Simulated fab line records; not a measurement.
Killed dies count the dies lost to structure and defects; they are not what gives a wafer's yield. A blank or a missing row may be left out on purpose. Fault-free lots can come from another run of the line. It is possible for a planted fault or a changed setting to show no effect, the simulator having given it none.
A lot that was struck, set against a sound lot | flow gf180mcu | 24 out of 602 route steps
Sound: wafers L761.1, L761.2, L761.4. Struck: wafers L777.1, L777.2, L777.4. The cause is given at the end.
At each step with rows: each side's tool, then ch and its chambers, then its first start. Under that, the readings that differ: sound wafers | struck wafers | difference of the means | sigmas: that difference in standard deviations of wafers without a fault.
alike: words and numbers the same on both sides, and readings whose means are apart by under 2 such deviations; not compared: readings that were withheld, readings missing a value for some wafer, numbers with overlapping values and no deviation given by the record, and bounds like >300 which may hide the same value.
Wherever a step has rows on one side only, a row that says differs or no value, or a row with sigmas, the two part there. Numbers that have no deviation but don't overlap get no sigmas and don't part them. A reading missing from all wafers of one side parts the sides only when that side holds two or more wafers.

first, 4 steps without rows for these wafers: GF_TOP_METAL_SOFTBAKE_10 (time 60 s); GF_TOP_METAL_EXPOSE_11 (exposes mask MetalTop, target cd 440 nm); GF_TOP_METAL_PEB_12; GF_TOP_METAL_DEVELOP_13 (develop time 60 s).
GF_TOP_METAL_CD_MEAS_14: target cd 440 nm.
  struck on cd_sem-02, day 33 12:37; sound on cd_sem-01, day 29 06:25
  alike: cd_nm
GF_TOP_METAL_OVL_MEAS_15:
  struck on overlay-01, day 33 12:44; sound on overlay-01, day 29 06:32
  alike: TOP_METAL_OVL
GF_TOP_METAL_METAL_ETCH_16: etches the open film in Cl2/BCl3, stops on SiO2, target depth 1077.5 nm, time 179.6 s.
  sound on rie_metal-03 ch 0,1, day 29 06:34; struck on rie_metal-04 ch 0,1, day 33 12:46
  alike: drypump_motor_current_A, oes_product_au, throttle_valve_pct
  not compared: rf_hours_counter_h
GF_TOP_METAL_STRIP_17: strips in O2/N2.
  sound on plasma_asher-04 ch 0,1, day 29 06:45; struck on plasma_asher-04 ch 0,1, day 33 12:56
  alike: drypump_motor_current_A, heater_power_w, oes_product_au, strip_time_to_endpoint_s
  not compared: rf_hours_counter_h
then, 2 steps without rows for these wafers: GF_TOP_METAL_STRIP_18 (strips in post etch residue remover, time 1200 s); GF_TOP_METAL_CLEAN_19 (cleans in DIW).
GF_PASSIVATION_CVD_00: deposits SiO2 from TEOS, target thk 1000 nm, time 111.95 s.
  sound on pecvd-02 ch 1,2, day 29 07:17; struck on pecvd-04 ch 0,1, day 33 13:32
  alike: heater_power_outer_w, heater_power_w
GF_PASSIVATION_THK_MEAS_01:
  struck on film_metro-03, day 33 13:39; sound on film_metro-04, day 29 07:22
  alike: PASSIVATION_CVD_00_THK
GF_PASSIVATION_CVD_02: deposits Si3N4, target thk 700 nm, time 486.18 s.
  sound on pecvd-03 ch 1,2, day 29 07:25; struck on pecvd-04 ch 0,1, day 33 13:43
  no value came back on the struck wafers for heater_power_outer_w (W), heater_power_w (W); on the sound wafers heater_power_outer_w (W) reads 466 405 491
then, 7 steps without rows for these wafers: GF_PASSIVATION_DEHYDRATE_04 (time 60 s); GF_PASSIVATION_HMDS_05 (prime time 60 s); GF_PASSIVATION_COAT_06 (resist thk 4000 nm); GF_PASSIVATION_SOFTBAKE_07; GF_PASSIVATION_EXPOSE_08 (exposes mask Pad, target cd 40000 nm); GF_PASSIVATION_PEB_09; GF_PASSIVATION_DEVELOP_10 (develop time 60 s).
GF_PASSIVATION_ETCH_11: etches the open film in CF4/O2, stops on TiN, target depth 1800 nm, time 400 s.
  sound on rie_diel-04 ch 0,1,3, day 30 02:47; struck on rie_diel-01 ch 0,2,3, day 34 05:32
  reading                                 | sound             | struck            | difference | sigmas
  oes_product_au (a.u.)                   | 0.948 0.953 0.961 | 0.990 0.992 0.986 | +0.035     | +5
  model.PASSIVATION.feature_depth_nm (nm) | 1670 1676 1707    | 1800 1781 1795    | +108       |
  model.etch.depth_nm (nm)                | 1670 1676 1707    | 1800 1781 1795    | +108       |
  alike: drypump_motor_current_A, throttle_valve_pct
  not compared: rf_hours_counter_h
GF_PASSIVATION_STRIP_12: strips in O2/N2.
  sound on plasma_asher-04 ch 0,1, day 30 03:01; struck on plasma_asher-03 ch 0,1, day 34 05:46
  reading                     | sound       | struck      | difference | sigmas
  drypump_motor_current_A (A) | 5.9 6.0 5.9 | 4.8 5.8 4.8 | -0.8       | -2
  alike: heater_power_w, oes_product_au, strip_time_to_endpoint_s
  not compared: rf_hours_counter_h
then, 1 step without rows for these wafers: GF_PASSIVATION_ANNEAL_13 (time 1800 s).
GF_PASSIVATION_BOW_MEAS_14:
  struck on film_metro-04, day 34 07:22; sound on film_metro-04, day 30 04:37
  reading              | sound       | struck      | difference | sigmas
  PASSIVATION_BOW (um) | 136 138 142 | 112 113 108 | -28        | -3

## WHERE THEY PART
Last at GF_PASSIVATION_BOW_MEAS_14 as far as this record goes, first at GF_PASSIVATION_CVD_02.

WHY: what had been put in by the simulator
At GF_PASSIVATION_CVD_02, the step was skipped entirely on pecvd-04 from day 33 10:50 on. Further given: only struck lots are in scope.
